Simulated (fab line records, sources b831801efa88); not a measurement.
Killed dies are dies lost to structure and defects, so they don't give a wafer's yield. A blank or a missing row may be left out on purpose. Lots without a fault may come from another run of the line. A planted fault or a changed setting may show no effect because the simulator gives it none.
fab line records | flow sky130
record lots=11 wafers=33 last_day=49
route steps=708 shown LDD_HVP@287 SPACER@305 SD_P@324 SD_N@356 PAD_OPEN@708
lots that met no fault: from a run of the same line without faults
start_h: hours from the record's first day to the start of the lot's first wafer shown | wait_h: hours since the lot's step before | " the same as in the row above | L1.1+2: a row that stands for several wafers | - no value, or no start given | * or withheld: withheld | < > ~ a bound
route shown NAME@n: a module of which the file shows steps, and the number in the route of the first | usual: mean/standard deviation of fault-free wafers | same: alike in all rows | chamber/n: place in a boat | sites: the reading at each site | _std_site: their standard deviation | _edge_site: outer sites' mean less inner sites' | radius_mm: how far each site lies from the wafer's centre | mask NAME#n: copy n | behind: the tool/chamber that last shaped the wafer | hold: why the lot was held/for how many hours/how that ended | device: the transistor (n, p or np) that didn't switch | end of line: the same wafers' tests at the end of the route | a step without rows: its recipe alone | killed: dies lost to structure and defects at the first sort, not the wafer's yield | map: a wafer's dies, x killed, . not, _ none there
set.NAME: the setting as run; set.NAME@STEP: as run at that earlier step | model.NAME: the simulator's own value behind a step, which no gauge read
steps of the route over a sample of lots; a table a step, a row a wafer
services: from which hour (start_h, from the record's first day; less than 0 if before it) a tool's chamber was out of use, for how many hours, and why
## steps
# step SKY_LDD_HVP_STRIP_09
# recipe chemistry=O2/N2 power_w=1400 pressure_mtorr=1500 platen_temp_c=withheld o2_flow_sccm=3000 n2_flow_sccm=300 overash_fraction=0.5
# usual drypump_motor_current_A=5.6/0.41 oes_product_au=0.409/0.0049 strip_time_to_endpoint_s=4.140/0.013
# columns lot.wafer tool chamber start_h wait_h drypump_motor_current_A oes_product_au rf_hours_counter_h strip_time_to_endpoint_s
L413.3 plasma_asher-01 0 491.73 0.1 5.9 0.409 - 4.134
L413.5 " 0 " " 5.9 0.411 - 4.156
L413.6 " 1 " " 5.5 0.415 - 4.138
L416.1 plasma_asher-02 0 553.41 0.1 5.0 0.414 46 4.120
L416.4 " 1 " " 5.5 0.416 - 4.142
L416.6 " 1 " " 5.5 0.407 - 4.153
L419.3 plasma_asher-02 0 556.82 0.1 5.0 0.412 - 4.136
L419.4 " 1 " " 5.5 0.414 - 4.131
L419.6 " 1 " " 5.5 0.409 - 4.146
L418.2 plasma_asher-01 1 558.54 0.1 5.5 0.414 72 4.146
L418.3 " 1 " " 5.5 0.405 - 4.148
L418.4 " 0 " " 5.9 0.415 - 4.162
L424.3 plasma_asher-04 1 606.18 0.1 5.2 0.403 - 4.144
L424.4 " 0 " " 6.2 0.413 - 4.165
L424.5 " 0 " " 6.2 0.411 - 4.128
L423.1 plasma_asher-04 0 607.09 0.1 6.2 0.408 18 4.127
L423.2 " 1 " " 5.2 0.405 18 4.110
L423.6 " 0 " " 6.2 0.405 - 4.140
L425.1 plasma_asher-02 0 609.26 0.1 5.0 0.409 52 4.149
L425.3 " 1 " " 5.5 0.407 - 4.138
L425.5 " 1 " " 5.5 0.410 - 4.127
L430.1 plasma_asher-04 1 642.61 0.1 5.2 0.403 21 4.139
L430.4 " 0 " " 6.2 0.401 - 4.131
L430.6 " 1 " " 5.2 0.415 - 4.134
L432.3 plasma_asher-04 1 655.43 0.1 5.2 0.406 - 4.141
L432.4 " 0 " " 6.2 0.404 - 4.161
L432.5 " 1 " " 5.2 0.405 - 4.146
L431.2 plasma_asher-01 0 659.46 0.1 6.0 0.411 80 4.144
L431.4 " 1 " " 5.5 0.407 - 4.144
L431.6 " 0 " " 5.9 0.406 - 4.144
L433.1 plasma_asher-01 0 660.54 0.1 5.9 0.415 80 4.142
L433.2 " 1 " " 5.5 0.420 80 4.142
L433.3 " 0 " " 6.0 0.413 - 4.147
# step SKY_SPACER_THK_MEAS_01
# recipe reads=Si3N4_of_SPACER_CVD_00
# usual SPACER_CVD_00_THK=43.2/0.49
# columns lot.wafer tool chamber start_h wait_h SPACER_CVD_00_THK[nm]
L413.3 film_metro-01 - 525.04 0.0 43.4
L413.5 " - " " 43.5
L413.6 " - " " 44.0
L416.1 film_metro-02 - 586.02 0.0 43.3
L416.4 " - " " 42.9
L416.6 " - " " 43.1
L419.3 film_metro-01 - 588.38 0.0 43.1
L419.4 " - " " 43.5
L419.6 " - " " 43.4
L418.2 film_metro-02 - 590.62 0.0 43.5
L418.3 " - " " 43.8
L418.4 " - " " 43.7
L424.3 film_metro-02 - 637.45 0.0 43.9
L424.4 " - " " 43.4
L424.5 " - " " 43.4
L423.1 film_metro-04 - 640.00 0.0 43.3
L423.2 " - " " 43.1
L423.6 " - " " 43.1
L425.1 film_metro-02 - 641.20 0.0 44.2
L425.3 " - " " 43.7
L425.5 " - " " 44.1
L430.1 film_metro-01 - 674.27 0.0 42.9
L430.4 " - " " 43.1
L430.6 " - " " 42.9
L432.3 film_metro-01 - 686.88 0.0 43.1
L432.4 " - " " 42.9
L432.5 " - " " 42.8
L431.2 film_metro-01 - 690.22 0.0 43.2
L431.4 " - " " 43.1
L431.6 " - " " 43.2
L433.1 film_metro-01 - 692.46 0.0 42.5
L433.2 " - " " 42.4
L433.3 " - " " 42.4
# step SKY_SD_P_EXPOSE_04
# recipe mask_id=PSDM na=0.6 source_shape=conventional sigma_outer=0.6 polarization=unpolarized target_cd_nm=380 dose_mj=138
# columns lot.wafer tool chamber start_h wait_h mask
L413.3+5+6 iline_stepper-01 0 570.99 - PSDM#0
L416.1+4+6 iline_stepper-02 0 630.92 - PSDM#0
L419.3+4+6 iline_stepper-01 0 633.34 - PSDM#0
L418.2+3+4 iline_stepper-02 0 634.57 - PSDM#0
L424.3+4+5 iline_stepper-02 0 680.41 - PSDM#0
L423.1+2+6 iline_stepper-02 0 683.02 - NSDM#0
L425.1+3+5 iline_stepper-02 0 684.76 - PSDM#0
L430.1+4+6 iline_stepper-01 0 717.89 - PSDM#0
L432.3+4+5 iline_stepper-02 0 728.75 - PSDM#0
L431.2+4+6 iline_stepper-02 0 732.13 - PSDM#0
L433.1+2+3 iline_stepper-01 0 733.95 - PSDM#0
# step SKY_SD_P_CD_MEAS_07
# recipe target_cd_nm=380
# usual cd_nm=379.4/2.5
# columns lot.wafer tool chamber start_h wait_h cd_nm
L413.3 cd_sem-01 - 584.30 0.1 377.9
L413.5 " - " " 376.9
L413.6 " - " " 375.7
L416.1 cd_sem-02 - 644.71 0.1 380.1
L416.4 " - " " 382.3
L416.6 " - " " 380.9
L419.3 cd_sem-01 - 647.07 0.2 383.1
L419.4 " - " " 383.5
L419.6 " - " " 381.8
L418.2 cd_sem-01 - 648.20 0.1 380.6
L418.3 " - " " 380.0
L418.4 " - " " 380.5
L424.3 cd_sem-01 - 695.25 0.1 383.7
L424.4 " - " " 382.5
L424.5 " - " " 383.3
L423.1 cd_sem-02 - 697.51 0.1 -
L423.2 " - " " -
L423.6 " - " " -
L425.1 cd_sem-01 - 698.82 0.1 375.9
L425.3 " - " " 375.9
L425.5 " - " " 374.7
L430.1 cd_sem-01 - 731.08 0.1 376.6
L430.4 " - " " 377.8
L430.6 " - " " 381.7
L432.3 cd_sem-02 - 741.30 0.1 376.3
L432.4 " - " " 379.2
L432.5 " - " " 378.1
L431.2 cd_sem-01 - 745.15 0.1 377.6
L431.4 " - " " 377.1
L431.6 " - " " 377.1
L433.1 cd_sem-02 - 747.73 0.1 383.3
L433.2 " - " " 384.1
L433.3 " - " " 383.6
# step SKY_SD_P_TW_MEAS_11
# usual SD_P_TW=2810/23
# columns lot.wafer tool chamber start_h wait_h hold SD_P_TW
L413.3 film_metro-04 - 584.69 0.1 - 2807
L413.5 " - " " - 2808
L413.6 " - " " - 2825
L416.1 film_metro-04 - 645.11 0.1 - 2803
L416.4 " - " " - 2798
L416.6 " - " " - 2808
L419.3 film_metro-03 - 647.45 0.1 - 2837
L419.4 " - " " - 2844
L419.6 " - " " - 2831
L418.2 film_metro-04 - 648.59 0.1 - 2803
L418.3 " - " " - 2819
L418.4 " - " " - 2809
L424.3 film_metro-03 - 695.63 0.1 - 2842
L424.4 " - " " - 2844
L424.5 " - " " - 2853
L423.1 film_metro-01 - 697.91 0.1 await_dispo/0.2h/release 29
L423.2 " - " " await_dispo/0.2h/release 29
L423.6 " - " " await_dispo/0.2h/release 30
L423.1 film_metro-01 - 698.14 0.2 - 29
L423.2 " - " " - 29
L423.6 " - " " - 29
L425.1 film_metro-03 - 699.22 0.1 - 2844
L425.3 " - " " - 2836
L425.5 " - " " - 2836
L430.1 film_metro-04 - 731.48 0.1 - 2814
L430.4 " - " " - 2806
L430.6 " - " " - 2818
L432.3 film_metro-03 - 741.68 0.1 - 2834
L432.4 " - " " - 2839
L432.5 " - " " - 2832
L431.2 film_metro-01 - 745.55 0.1 - 2803
L431.4 " - " " - 2811
L431.6 " - " " - 2802
L433.1 film_metro-03 - 748.13 0.1 - 2849
L433.2 " - " " - 2836
L433.3 " - " " - 2831
# step SKY_SD_N_RTA_14
# recipe temp_c=1075 time_s=2 idle_temp_c=650 ramp_up_c_per_s=150 ramp_down_c_per_s=90 ambient=N2
# usual lamp_power_pct=15.73/0.056 ramp_up_c_per_s=150.00/0.027 wafer_temp_C_max=1078.0/1.2
# columns lot.wafer tool chamber start_h wait_h lamp_power_pct ramp_up_c_per_s wafer_temp_C_max
L413.3 rtp_anneal-01 0 644.44 0.0 15.72 149.98 1078.4
L413.5 " 0 " " 15.77 149.97 1077.4
L413.6 " 0 " " 15.75 150.02 1076.3
L416.1 rtp_anneal-01 0 703.87 0.0 15.69 150.03 1077.1
L416.4 " 0 " " 15.73 150.00 1078.7
L416.6 " 0 " " 15.68 149.97 1081.0
L419.3 rtp_anneal-02 0 705.14 0.0 15.74 150.04 1079.8
L419.4 " 0 " " 15.74 150.02 1078.0
L419.6 " 0 " " 15.70 149.96 1077.5
L418.2 rtp_anneal-01 0 706.99 0.0 15.71 150.01 1078.8
L418.3 " 0 " " 15.82 150.03 1077.1
L418.4 " 0 " " 15.70 150.01 1077.8
L424.3 rtp_anneal-01 0 750.89 0.0 15.79 149.99 1079.0
L424.4 " 0 " " 15.66 150.00 1078.2
L424.5 " 0 " " 15.67 150.04 1074.8
L425.1 rtp_anneal-01 0 753.37 0.0 15.73 149.97 1078.4
L425.3 " 0 " " 15.68 149.96 1075.8
L425.5 " 0 " " 15.72 149.98 1079.8
L430.1 rtp_anneal-02 0 785.02 0.0 15.73 149.97 1077.7
L430.4 " 0 " " 15.64 150.01 1077.5
L430.6 " 0 " " 15.77 150.02 1080.1
L432.3 rtp_anneal-01 0 797.09 0.0 15.66 150.03 1077.5
L432.4 " 0 " " 15.69 150.03 1077.6
L432.5 " 0 " " 15.75 149.96 1077.7
L431.2 rtp_anneal-02 0 800.23 0.0 15.71 150.01 1077.6
L431.4 " 0 " " 15.72 150.02 1076.2
L431.6 " 0 " " 15.80 150.03 1077.0
L433.1 rtp_anneal-01 0 801.82 0.0 15.72 150.01 1079.2
L433.2 " 0 " " 15.73 149.94 1078.1
L433.3 " 0 " " 15.63 150.01 1078.2
# step SKY_PAD_OPEN_PROBE_99
# usual defect_limited_yield=82.8/1.9 killed_at_M0_to_M3=43/7.5 killed_at_M4_up=2.8/1.8 killed_at_contacts=24/5.3 killed_at_front_end=14/4.2 killed_at_other=0.3/0.54 killed_dies=84/9.4 killed_on_rim=16/3.3 killed_open=46/7.1 killed_short=38/6.6 sort_bin_3_pad_short=0.8/0.42 sort_bin_5_function=10.1/1.4 sort_bin_6_memory=6.2/1.1 sort_n_pass=408/9.4 sort_yield_pct=82.8/1.9
# same gross_dies=492 killed_at_back_side=0 sort_bin_4_leakage[%]=0 sort_bin_8_speed[%]=0
# columns lot.wafer tool chamber start_h wait_h defect_limited_yield[%] killed_at_M0_to_M3 killed_at_M4_up killed_at_contacts killed_at_front_end killed_at_other killed_dies killed_on_rim killed_open killed_short sort_bin_3_pad_short[%] sort_bin_5_function[%] sort_bin_6_memory[%] sort_n_pass sort_yield_pct[%]
L416.1 prober-01 - 1118.96 0.1 81.3 48 1 29 13 1 92 11 43 49 1.4 11.0 6.3 400 81.3
L416.4 prober-01 - 1119.11 0.2 81.1 53 1 22 17 0 93 17 54 39 1.8 9.6 7.5 399 81.1
L416.6 prober-01 - 1119.21 0.2 83.1 46 4 19 14 0 83 20 39 44 0.4 10.8 5.7 409 83.1
L431.2 prober-01 - 1182.48 0.1 84.1 47 2 19 10 0 78 16 37 41 0.4 10.0 5.5 414 84.1
L431.4 prober-01 - 1182.58 0.2 82.5 43 3 22 17 1 86 17 46 39 1.6 9.8 6.1 406 82.5
L431.6 prober-01 - 1182.68 0.2 83.9 35 4 18 22 0 79 18 40 39 0.6 8.3 7.1 413 83.9
# killed by level:class
L416.1 CONTACT:geometric_particle:open=10 VIA1:geometric_particle:short=9 CONTACT:geometric_particle:short=7 VIA1:geometric_particle:open=7 LI_CONTACT:geometric_particle:open=6 POLY_GATE:geometric_particle:short=5 VIA2:geometric_particle:open=5 METAL1:geometric_particle:short=5
L416.4 VIA1:geometric_particle:open=16 VIA3:geometric_particle:open=11 METAL3:geometric_particle:short=6 POLY_GATE:geometric_particle:short=5 VIA2:geometric_particle:open=5 CONTACT:geometric_particle:open=5 POLY_GATE:geometric_particle:open=4 LI_CONTACT:geometric_particle:open=4
L416.6 VIA2:geometric_particle:open=8 METAL2:geometric_particle:short=8 VIA3:geometric_particle:open=8 LOCAL_INTERCONNECT:geometric_particle:short=6 POLY_GATE:geometric_particle:open=5 METAL1:geometric_particle:short=5 VIA1:geometric_particle:open=5 POLY_GATE:geometric_particle:short=4
L431.2 VIA1:geometric_particle:short=8 LI_CONTACT:geometric_particle:open=6 CONTACT:geometric_particle:open=6 VIA2:geometric_particle:open=6 CONTACT:geometric_particle:short=5 METAL1:geometric_particle:short=5 VIA1:geometric_particle:open=5 METAL2:geometric_particle:short=5
L431.4 VIA1:geometric_particle:open=12 CONTACT:geometric_particle:open=9 POLY_GATE:geometric_particle:open=7 VIA1:geometric_particle:short=6 CONTACT:geometric_particle:short=5 FIELD_ISO:geometric_particle:short=4 VIA2:geometric_particle:open=4 LI_CONTACT:geometric_particle:open=4
L431.6 VIA1:geometric_particle:open=12 LI_CONTACT:geometric_particle:open=7 FIELD_ISO:geometric_particle:short=6 CONTACT:geometric_particle:open=5 VIA1:geometric_particle:short=4 VIA3:geometric_particle:open=4 METAL1:geometric_particle:short=3 SPACER:geometric_particle:short=3
## services
# columns tool chamber start_h hours kind
iline_stepper-01 0 483.27 - calibration
iline_stepper-01 - 495.95 1.7 pm
rtp_anneal-01 - 498.41 1.3 pm
plasma_asher-01 - 545.24 8.8 repair
plasma_asher-01 - 580.48 28.1 pm
iline_stepper-02 - 594.09 4.2 repair
plasma_asher-02 - 595.22 2.8 pm
iline_stepper-01 - 609.19 0.6 repair
iline_stepper-02 0 615.17 - calibration
iline_stepper-02 - 622.42 1.7 pm
iline_stepper-01 - 629.34 3.7 repair
iline_stepper-01 0 692.12 - calibration
iline_stepper-01 - 714.13 1.7 pm
plasma_asher-04 - 718.99 2.8 pm
plasma_asher-04 - 796.31 0.5 repair
## key
first_sign step=SKY_SD_P_EXPOSE_04 reading=mask direction=changed
effect step=SKY_SD_P_CD_MEAS_07 reading=cd_nm direction=missing
effect step=SKY_SD_P_TW_MEAS_11 reading=visit direction=added
effect step=SKY_SD_P_TW_MEAS_11 reading=SD_P_TW direction=down sigmas=99+ usual=2810 struck=29
met_at SKY_SD_P_EXPOSE_04
struck_lots L423
scrapped_behind SKY_SD_P_TW_MEAS_11 L423.1,L423.2,L423.6
not_acting_at SKY_LDD_HVP_STRIP_09,SKY_SPACER_THK_MEAS_01,SKY_SD_N_RTA_14
onset_between 680.41 683.02
fault kind=wrong_mask tool=any chamber=- onset_h=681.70 steps=SKY_SD_P_EXPOSE_04 aux_copy=NSDM#0 scope=struck_lots_only
